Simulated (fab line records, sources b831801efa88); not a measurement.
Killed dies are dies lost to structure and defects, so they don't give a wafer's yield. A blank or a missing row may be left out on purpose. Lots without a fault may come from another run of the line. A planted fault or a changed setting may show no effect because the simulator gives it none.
A struck lot beside a sound one | flow sfq_line | 24 steps out of a route of 325
Sound: wafers L217.1, L217.2, L217.5. Struck: wafers L223.1, L223.3, L223.6. The cause comes at the end.
At each step with rows: each side's tool, then ch and its chambers, then its first start. Under that, the readings that differ: sound wafers | struck wafers | difference of the means | sigmas: that difference in standard deviations of wafers without a fault.
alike: readings whose means differ by less than 2 such deviations, and words and numbers that are the same on both sides. not compared: withheld readings, readings that some wafer has no value for, bounds like >300 that may hide the same value, and numbers for which the record gives no deviation and whose values overlap.
The two part at a step that has a row with sigmas, a row that says differs or no value, or rows on one side only. Numbers that don't overlap but have no deviation are shown without sigmas and don't part them. A reading that every wafer of one side lacks parts them only if that side has two wafers or more.

first, 6 steps without rows for these wafers: SFQ_TRILAYER_I0_VIA_LITHO_COAT_036 (resist thk 62 nm); SFQ_TRILAYER_I0_VIA_LITHO_COAT_031 (resist thk 650 nm); SFQ_TRILAYER_I0_VIA_LITHO_SOFTBAKE_035; SFQ_TRILAYER_I0_VIA_LITHO_EXPOSE_032 (exposes mask I0, target cd 500 nm); SFQ_TRILAYER_I0_VIA_LITHO_PEB_034 (peb time 60 s); SFQ_TRILAYER_I0_VIA_LITHO_DEVELOP_033 (time 60 s).
SFQ_I0_OVL_MEAS_908:
  sound on overlay-01, day 17 04:54; struck on overlay-01, day 17 21:42
  alike: I0_OVL
SFQ_TRILAYER_I0_VIA_BARC_OPEN_VIA_ETCH_046: etches BARC in O2, target depth 125 nm, time 41.7 s.
  sound on rie_diel-02 ch 2,3, day 17 04:56; struck on rie_diel-01 ch 1,2,3, day 17 21:44
  alike: drypump_motor_current_A, oes_product_au
  not compared: rf_hours_counter_h
SFQ_TRILAYER_I0_VIA_ETCH_VIA_ETCH_034: etches SiO2 in CHF3, stops on Nb, target depth 260 nm.
  sound on rie_diel-02 ch 2,3, day 17 04:59; struck on rie_diel-01 ch 1,2,3, day 17 21:47
  alike: drypump_motor_current_A, oes_product_au
SFQ_TRILAYER_I0_VIA_STRIP_STRIP_035: strips in O2.
  sound on rie_metal-01 ch 1, day 17 05:05; struck on rie_metal-01 ch 0,1, day 17 21:53
  alike: drypump_motor_current_A, oes_product_au
  not compared: rf_hours_counter_h
then, 2 steps without rows for these wafers: SFQ_TRILAYER_I0_VIA_STRIP_SOLV_CLEAN_036 (cleans in NMP, time 600 s); SFQ_TRILAYER_M1_DEP_PRE_CLEAN_038 (time 22.5 s).
SFQ_TRILAYER_M1_DEP_SPUTTER_037: material Nb, target thk 200 nm, time 133.3 s.
  sound on pvd_sputter-03, day 17 06:30; struck on pvd_sputter-05, day 17 22:57
  alike: throttle_valve_pct
SFQ_M1_RS_MEAS_909: measures by four-point-probe.
  sound on film_metro-03, day 17 06:36; struck on film_metro-03, day 17 23:02
  reading           | sound             | struck            | difference | sigmas
  M1_NB_RS (ohm/sq) | 0.878 0.882 0.876 | 0.439 0.442 0.442 | -0.438     | -50
then, 6 steps without rows for these wafers: SFQ_TRILAYER_M1_LITHO_COAT_044 (resist thk 62 nm); SFQ_TRILAYER_M1_LITHO_COAT_039 (resist thk 600 nm); SFQ_TRILAYER_M1_LITHO_SOFTBAKE_043; SFQ_TRILAYER_M1_LITHO_EXPOSE_040 (exposes mask M1, target cd 500 nm); SFQ_TRILAYER_M1_LITHO_PEB_042 (peb time 60 s); SFQ_TRILAYER_M1_LITHO_DEVELOP_041 (time 60 s).
-- the record jumps here: 7 days lie between the struck wafers' starts before and after --
SFQ_M1_OVL_MEAS_911:
  sound on overlay-02, day 23 17:31; struck on overlay-01, day 24 16:19
  alike: M1_OVL
SFQ_TRILAYER_M1_BARC_OPEN_METAL_ETCH_054: etches BARC in O2, target depth 125 nm, time 41.7 s.
  sound on rie_metal-03 ch 0,1, day 23 17:33; struck on rie_metal-04 ch 0,1, day 24 16:21
  alike: drypump_motor_current_A, oes_product_au
  not compared: rf_hours_counter_h
SFQ_TRILAYER_M1_ETCH_METAL_ETCH_042: etches Nb in Cl2/Ar, stops on SiO2, target depth 240 nm, time 120 s.
  sound on rie_metal-03 ch 0,1, day 23 18:02; struck on rie_metal-04 ch 0,1, day 24 16:24
  reading                        | sound             | struck            | difference | sigmas
  oes_product_au (a.u.)          | 0.900 0.900 0.897 | 0.997 0.993 0.996 | +0.096     | +16
  model.etch.depth_nm (nm)       | 202.4 201.6 203.1 | 238.8 238.6 240.1 | +36.8      |
  model.M1.feature_depth_nm (nm) | 202.4 201.6 203.1 | 238.8 238.6 240.1 | +36.8      |
  alike: drypump_motor_current_A
  not compared: rf_hours_counter_h
SFQ_TRILAYER_M1_STRIP_STRIP_043: strips in O2.
  sound on rie_metal-03 ch 0,1, day 23 18:09; struck on rie_metal-04 ch 0,1, day 24 16:32
  alike: drypump_motor_current_A, oes_product_au
  not compared: rf_hours_counter_h

WHERE THEY PART
First at SFQ_M1_RS_MEAS_909; last, within this record, at SFQ_TRILAYER_M1_ETCH_METAL_ETCH_042. Later steps at which nothing parts them and some readings are alike: SFQ_TRILAYER_M1_STRIP_STRIP_043.

WHY: what the simulator had put in
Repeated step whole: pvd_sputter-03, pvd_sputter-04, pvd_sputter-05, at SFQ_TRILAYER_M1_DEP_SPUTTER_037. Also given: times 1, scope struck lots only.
